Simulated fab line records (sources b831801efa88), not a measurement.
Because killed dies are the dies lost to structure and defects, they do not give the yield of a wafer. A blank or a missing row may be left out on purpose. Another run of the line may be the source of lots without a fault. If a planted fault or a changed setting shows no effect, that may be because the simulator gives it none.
Check of tool commonality | flow gf180mcu | Sample size 14 lots and 42 wafers

== WHY IT WAS OPENED ==
2 of 14 lots carry a flag on the reading HV_LDD_4_TW at GF_HV_LDD_TW_MEAS_50. Wafers without a fault read 566, standard deviation 5.
Rule: a lot is flagged when every wafer of it that has a number lies more than 4 standard deviations from that mean, or none has a number. All remaining lots are regarded as sound.

lot  | measured     | on           | HV_LDD_4_TW, wafer by wafer | flag
L827 | day 12 13:15 | filmMetro-04 | 569 570 572                 | 
L830 | day 13 12:08 | filmMetro-01 | 570 570 572                 | 
L831 | day 13 18:28 | filmMetro-04 | 565 567 570                 | 
L832 | day 14 10:27 | filmMetro-01 | 567 569 568                 | 
L833 | day 15 01:41 | filmMetro-03 | 560 557 559                 | 
L835 | day 16 00:27 | filmMetro-01 | 572 571 570                 | 
L836 | day 16 12:37 | filmMetro-01 | 569 568 568                 | 
L837 | day 16 21:54 | filmMetro-01 | 30 30 30                    | FLAGGED
L840 | day 17 00:02 | filmMetro-01 | 30 30 30                    | FLAGGED
L845 | day 18 18:15 | filmMetro-04 | 565 565 568                 | 
L846 | day 18 22:54 | filmMetro-01 | 572 571 569                 | 
L847 | day 19 08:25 | filmMetro-01 | 570 573 575                 | 
L848 | day 19 16:18 | filmMetro-03 | 559 559 560                 | 
L849 | day 20 01:16 | filmMetro-03 | 559 558 558                 | 
Averaged over the flagged lots the numbers come to 30, -536 from the usual (-99 or more standard deviations).

== WHICH TOOL RAN EACH LOT ==
The record keeps 1 process step preceding the reading, out of 602 steps on the route. Cell contents, in order: the tool; ch with the chambers the sampled wafers went through; the start.
lot  | flag    | GF_HV_LDD_IMPLANT_48
L827 |         | implanter-02 ch 0, day 12 13:00
L830 |         | implanter-01 ch 0, day 13 11:55
L831 |         | implanter-02 ch 0, day 13 18:15
L832 |         | implanter-03 ch 0, day 14 10:12
L833 |         | implanter-01 ch 0, day 15 01:28
L835 |         | implanter-03 ch 0, day 16 00:12
L836 |         | implanter-01 ch 0, day 16 12:24
L837 | FLAGGED | implanter-02, day 16 21:39
L840 | FLAGGED | implanter-02, day 16 23:49
L845 |         | implanter-02 ch 0, day 18 18:00
L846 |         | implanter-03 ch 0, day 18 22:39
L847 |         | implanter-03 ch 0, day 19 08:10
L848 |         | implanter-02 ch 0, day 19 16:03
L849 |         | implanter-02 ch 0, day 20 01:01
What the steps here do:
- GF_HV_LDD_IMPLANT_48
- GF_HV_LDD_TW_MEAS_50

== FLAGGED AGAINST TOTAL, ONE TOOL AT A TIME (gauges that did the reading follow at the end) ==
step                 | tool         | lots run | flagged | share of the flagged lots | sound lots run after its first flagged lot
GF_HV_LDD_IMPLANT_48 | implanter-01 | 3        | 0       | none                      | -
GF_HV_LDD_IMPLANT_48 | implanter-02 | 7        | 2       | all                       | 3 (L845,L848,L849)
GF_HV_LDD_IMPLANT_48 | implanter-03 | 4        | 0       | none                      | -
GF_HV_LDD_TW_MEAS_50 | filmMetro-01 | 8        | 2       | all                       | 2 (L846,L847)
GF_HV_LDD_TW_MEAS_50 | filmMetro-03 | 3        | 0       | none                      | -
GF_HV_LDD_TW_MEAS_50 | filmMetro-04 | 3        | 0       | none                      | -

== WHAT THE TABLE PERMITS ==
2 rows of the table ran every flagged lot: implanter-02 at GF_HV_LDD_IMPLANT_48, filmMetro-01 at GF_HV_LDD_TW_MEAS_50.
- implanter-02 at GF_HV_LDD_IMPLANT_48 ran 7 lots, 2 of them flagged. Lots that were sound ran on it after the first flagged one (L845, L848, L849); a persistent fault on the entire tool would not allow that. On the flagged lots its readings are blank where sound lots have values: beamEnergyKeV, beamOnS.
- filmMetro-01 at GF_HV_LDD_TW_MEAS_50 ran 8 lots, 2 of them flagged. Lots that were sound ran on it after the first flagged one (L846, L847); a persistent fault on the entire tool would not allow that.
Not one row of the table ran every flagged lot while running no sound lot after the first.

== WHAT THE SIMULATOR HAD INSERTED ==
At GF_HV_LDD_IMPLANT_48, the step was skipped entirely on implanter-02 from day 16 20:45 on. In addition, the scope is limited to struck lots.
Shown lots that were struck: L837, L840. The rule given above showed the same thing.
